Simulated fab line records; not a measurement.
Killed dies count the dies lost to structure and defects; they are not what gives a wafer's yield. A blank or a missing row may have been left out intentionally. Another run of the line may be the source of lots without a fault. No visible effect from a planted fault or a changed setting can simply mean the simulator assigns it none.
A lot that was struck, set against a sound lot	flow gf180mcu	37 steps out of a route of 602
Sound: these wafers, L675.1, L675.2, L675.5. Struck: wafer L663.1. (L663.3, L663.4 of the same lot were not struck and are left out.) The cause comes at the end.
Each step with rows lists, per side, the tool, then ch with its chambers, then its first start. Under that, the readings that differ: sound wafers	struck wafers	difference of the means	sigmas: that difference in standard deviations of wafers without a fault.
alike: same words and numbers on both sides, and readings whose means sit less than 2 such deviations apart. not compared: any withheld reading, any reading some wafer has no value for, any bound like >300 that may hide the same value, and any number with overlapping values for which the record gives no deviation.
Wherever a step has rows on one side only, a row that says differs or no value, or a row with sigmas, the two part there. Numbers that don't overlap but have no deviation are shown without sigmas and don't part them. A reading missing from all wafers of one side parts the sides only when that side holds two or more wafers.

first, 2 steps without rows for these wafers: GF_M4_PEB_12 (peb time 90 s); GF_M4_DEVELOP_13 (develop time 60 s).
GF_M4_CD_MEAS_14 targets a cd of 280 nm.
  struck on cd_sem-02, day 25 20:34; sound on cd_sem-02, day 29 18:32
  alike: cd_nm
GF_M4_OVL_MEAS_15:
  struck on overlay-02, day 25 20:41; sound on overlay-02, day 29 18:40
  alike: M4_OVL
then, 1 step without rows for these wafers: GF_M4_METAL_ETCH_16 (etches the open film in Cl2/BCl3, stops on SiO2, target depth 750.8 nm, time 125.1 s).
GF_M4_STRIP_17: strips in O2/N2.
  sound on plasma_asher-04 ch 0,1, day 29 18:50; struck on plasma_asher-04 ch 1, day 25 20:51
reading	sound	struck	difference	sigmas
oes_product_au (a.u.)	0.534 0.537 0.532	0.544	+0.010	+2
  alike: drypump_motor_current_A, heater_power_w, n2_flow_sccm, strip_time_to_endpoint_s
  not compared: rf_hours_counter_h
then, 3 steps without rows for these wafers: GF_M4_STRIP_18 (strips in post etch residue remover, time 1200 s); GF_M4_CLEAN_19 (cleans in DIW); GF_V4_CVD_00 (deposits SiO2, target thk 600 nm, time 100 s).
GF_V4_THK_MEAS_01:
  struck on film_metro-03, day 25 21:27; sound on film_metro-04, day 29 19:26
reading	sound	struck	difference	sigmas
V4_CVD_00_THK (nm)	594 598 589	608	+14	+3
then, 1 step without rows for these wafers: GF_V4_CVD_02 (deposits SiO2 from TEOS, target thk 850 nm, time 94.851 s).
GF_V4_THK_MEAS_03:
  struck on film_metro-01, day 25 21:35; sound on film_metro-01, day 29 19:34
  alike: V4_CVD_02_THK
GF_V4_CMP_04: polishes SiO2.
  sound on cmp-02 ch 0,2,3, day 29 19:43; struck on cmp-01 ch 2, day 25 21:38
reading	sound	struck	difference	sigmas
time_to_endpoint_s (s)	69 80 79	39	-37	-7
model.SiO2_of_V4_CVD_02.thk_nm (nm)	632.4 631.6 631.3	695.9	+64.1	
  alike: motor_current_A
GF_V4_BOW_MEAS_05:
  struck on film_metro-01, day 25 21:56; sound on film_metro-04, day 29 19:55
  alike: V4_BOW
then, 8 steps without rows for these wafers: GF_V4_DEHYDRATE_06 (time 60 s); GF_V4_HMDS_07 (prime time 60 s); GF_V4_COAT_08; GF_V4_COAT_09 (resist thk 1000 nm); GF_V4_SOFTBAKE_10 (time 60 s); GF_V4_EXPOSE_11 (exposes mask Via4, target cd 260 nm); GF_V4_PEB_12 (peb time 90 s); GF_V4_DEVELOP_13 (develop time 60 s).
GF_V4_CD_MEAS_14 targets a cd of 260 nm.
  struck on cd_sem-01, day 26 18:58; sound on cd_sem-01, day 30 14:34
  alike: cd_nm
GF_V4_OVL_MEAS_15:
  struck on overlay-01, day 26 19:05; sound on overlay-02, day 30 14:41
  alike: V4_OVL
GF_V4_ETCH_16: etches BARC in N2/H2.
  sound on rie_diel-04 ch 1,2,3, day 30 14:43; struck on rie_diel-02 ch 2, day 26 19:07
  alike: drypump_motor_current_A, n2_flow_sccm, oes_product_au, throttle_valve_pct
GF_V4_ETCH_17: etches SiO2 in C4F8/O2/Ar, stops on TiN, target depth 630 nm.
  sound on rie_diel-04 ch 1,2,3; struck on rie_diel-02 ch 2
reading	sound	struck	difference	sigmas
oes_product_au (a.u.)	0.857 0.853 0.855	0.902	+0.047	+10
model.etch.depth_nm (nm)	632.4 631.6 631.3	695.9	+64.1	
model.V4.feature_depth_nm (nm)	632.4 631.6 631.3	695.9	+64.1	
then, 3 steps without rows for these wafers: GF_V4_STRIP_18 (strips in O2/N2); GF_V4_STRIP_19 (strips in post etch residue remover, time 1200 s); GF_V4_CLEAN_20 (cleans in DIW).
GF_V4_SPUTTER_21: material Ti, target thk 15 nm, time 80.02 s.
  struck on pvd_sputter-03, day 26 19:49; sound on pvd_sputter-01, day 30 15:25
  alike: cathode_dc_power_W, throttle_valve_pct
then, 1 step without rows for these wafers: GF_V4_SPUTTER_22 (material TiN, target thk 10 nm, time 40 s).
GF_V4_CVD_23: deposits W, target thk 350 nm, time 104.9 s.
  sound on cvd_w-02 ch 0,1, day 30 15:31; struck on cvd_w-02 ch 1, day 26 19:55
  alike: heater_power_w
GF_V4_RS_MEAS_24: measurement is done with a four-point probe.
  struck on film_metro-03, day 26 20:02; sound on film_metro-03, day 30 15:37
  alike: V4_W_RS
GF_V4_THK_MEAS_25: measures by xrf.
  struck on film_metro-03, day 26 20:09; sound on film_metro-03, day 30 15:44
  alike: V4_W_THK
GF_V4_CMP_26: polishes, stops on SiO2, t overpolish 15 s, target thk 0 nm.
  sound on cmp-02 ch 2,3, day 30 15:48; struck on cmp-02 ch 1, day 26 20:16
reading	sound	struck	difference	sigmas
motor_current_A (A)	12.0 10.6 12.2	9.2	-2.4	-3
model.SiO2_of_V4_CVD_02.thk_nm (nm)	628.6 627.9 627.5	692.1	+64.1	
GF_MIM_SPUTTER_00: material Ti, target thk 37.5 nm, time 150 s.
  struck on pvd_sputter-02, day 26 20:31; sound on pvd_sputter-01, day 30 16:08
  alike: cathode_dc_power_W, throttle_valve_pct
then, 1 step without rows for these wafers: GF_PASSIVATION_PROBE_99.

WHERE THEY PART
First at GF_M4_STRIP_17; last, within this record, at GF_V4_CMP_26. Later steps at which nothing parts them and some readings are alike: GF_MIM_SPUTTER_00.

WHY: what had been put in by the simulator
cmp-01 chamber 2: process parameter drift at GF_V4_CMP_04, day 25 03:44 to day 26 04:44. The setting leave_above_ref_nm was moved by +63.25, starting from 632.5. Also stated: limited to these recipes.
